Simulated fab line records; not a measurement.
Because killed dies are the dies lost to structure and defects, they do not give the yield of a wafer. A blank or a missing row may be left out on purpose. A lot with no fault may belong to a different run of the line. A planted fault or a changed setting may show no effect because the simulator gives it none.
A struck lot beside a sound one | flow sky130 | 23 steps out of a route of 708
Sound: the wafers L294.4, L294.5, L294.6. Wafers L313.3, L313.4 were the ones struck. Last of all comes the cause.
For every step that has rows: the tool of each side, followed by ch and its chambers, followed by its first start. Under that, the readings that differ: sound wafers | struck wafers | difference of the means | sigmas: that difference in standard deviations of wafers without a fault.
alike: a reading whose means differ by less than 2 such deviations, as well as words and numbers matching on both sides. not compared: withheld readings; readings where some wafer has no value; bounds like >300 that might hide an equal value; numbers whose values overlap and for which the record gives no deviation.
The two part at a step that has a row with sigmas, a row that says differs or no value, or rows on one side only. Numbers that don't overlap but have no deviation are shown without sigmas and don't part them. Lack of a reading on every wafer of one side parts them only where that side has two or more wafers.

first, 5 steps without rows for these wafers: SKY_RES_PROTECT_SOFTBAKE_03 (time 60 s); SKY_RES_PROTECT_EXPOSE_04 (exposes mask RPM, target cd 1270 nm); SKY_RES_PROTECT_PEB_05; SKY_RES_PROTECT_DEVELOP_06 (develop time 60 s); SKY_POLY_GATE_IMPLANT_02.
SKY_RES_PROTECT_STRIP_07: strips in O2/N2.
  sound on plasmaAsher-01 ch 0,1, day 15 12:19; struck on plasmaAsher-02 ch 0,1, day 22 03:42
  alike: drypumpMotorCurrentA, oesProductAu, stripTimeToEndpointS
  not compared: rfHoursCounterH
SKY_RES_PROTECT_TW_MEAS_08:
  struck on filmMetro-04, day 22 03:47; sound on filmMetro-02, day 15 12:25
reading      | sound          | struck    | difference | sigmas
POLY_GATE_TW | 4012 4013 3993 | 4065 4046 | +50        | +2
then, 2 steps without rows for these wafers: SKY_RES_PROTECT_CLEAN_09 (cleans in SC1/SC2, time 150 s); SKY_POLY_GATE_CVD_03 (deposits Si3N4 from DCS/NH3, target thk 75 nm, time 1290 s).
SKY_POLY_GATE_THK_MEAS_04:
  struck on filmMetro-02, day 22 05:16; sound on filmMetro-03, day 15 15:13
  alike: POLY_GATE_CVD_03_THK
then, 2 steps without rows for these wafers: SKY_POLY_GATE_DEHYDRATE_05 (time 60 s); SKY_POLY_GATE_HMDS_06 (prime time 60 s).
SKY_POLY_GATE_COAT_07: resist thk 110 nm.
  sound on lithoTrack-04 ch 0, day 16 05:27; struck on lithoTrack-01 ch 0, day 22 20:06
reading                                    | sound           | struck    | difference | sigmas
model.BARC_of_POLY_GATE_COAT_07.thkNm (nm) | 109.9 110.1 110 | 116 115.8 | +6         | 
then, 5 steps without rows for these wafers: SKY_POLY_GATE_COAT_08 (resist thk 450 nm); SKY_POLY_GATE_SOFTBAKE_09 (time 90 s); SKY_POLY_GATE_EXPOSE_10 (exposes mask P1M, target cd 150 nm); SKY_POLY_GATE_PEB_11; SKY_POLY_GATE_DEVELOP_12 (develop time 60 s).
SKY_POLY_GATE_CD_MEAS_13 targets a cd of 150 nm.
  struck on cdSem-02, day 23 10:50; sound on cdSem-02, day 16 19:34
  alike: cdNm
SKY_POLY_GATE_OVL_MEAS_14:
  struck on overlay-02, day 23 10:56; sound on overlay-02, day 16 19:38
  alike: POLY_GATE_OVL
SKY_POLY_GATE_ETCH_15: etches BARC in N2/H2, stops on SiO2, time 118.5 s, target depth 110 nm.
  sound on rieDiel-03 ch 0,3, day 16 19:40; struck on rieDiel-01 ch 2,3, day 23 10:58
reading                 | sound             | struck      | difference | sigmas
oesProductAu (a.u.)     | 0.712 0.725 0.718 | 0.736 0.738 | +0.019     | +4
model.etch.depthNm (nm) | 109.9 110.1 110   | 116 115.8   | +6         | 
  alike: drypumpMotorCurrentA, throttleValvePct
  not compared: rfHoursCounterH
SKY_POLY_GATE_ETCH_16: etches Si3N4 in CH3F/O2, stops on poly-Si, time 147.5 s, target depth 75 nm.
  sound on rieDiel-03 ch 0,3, day 16 19:44; struck on rieDiel-01 ch 2,3, day 23 11:02
  alike: ch3fFlowSccm, drypumpMotorCurrentA, oesProductAu, throttleValvePct
  not compared: rfHoursCounterH
then, 1 step without rows for these wafers: SKY_PAD_OPEN_PROBE_99.

WHERE THEY PART
First at SKY_RES_PROTECT_TW_MEAS_08; last, within this record, at SKY_POLY_GATE_ETCH_15. Later steps at which nothing parts them and some readings are alike: SKY_POLY_GATE_ETCH_16.

WHY: what had been put in by the simulator
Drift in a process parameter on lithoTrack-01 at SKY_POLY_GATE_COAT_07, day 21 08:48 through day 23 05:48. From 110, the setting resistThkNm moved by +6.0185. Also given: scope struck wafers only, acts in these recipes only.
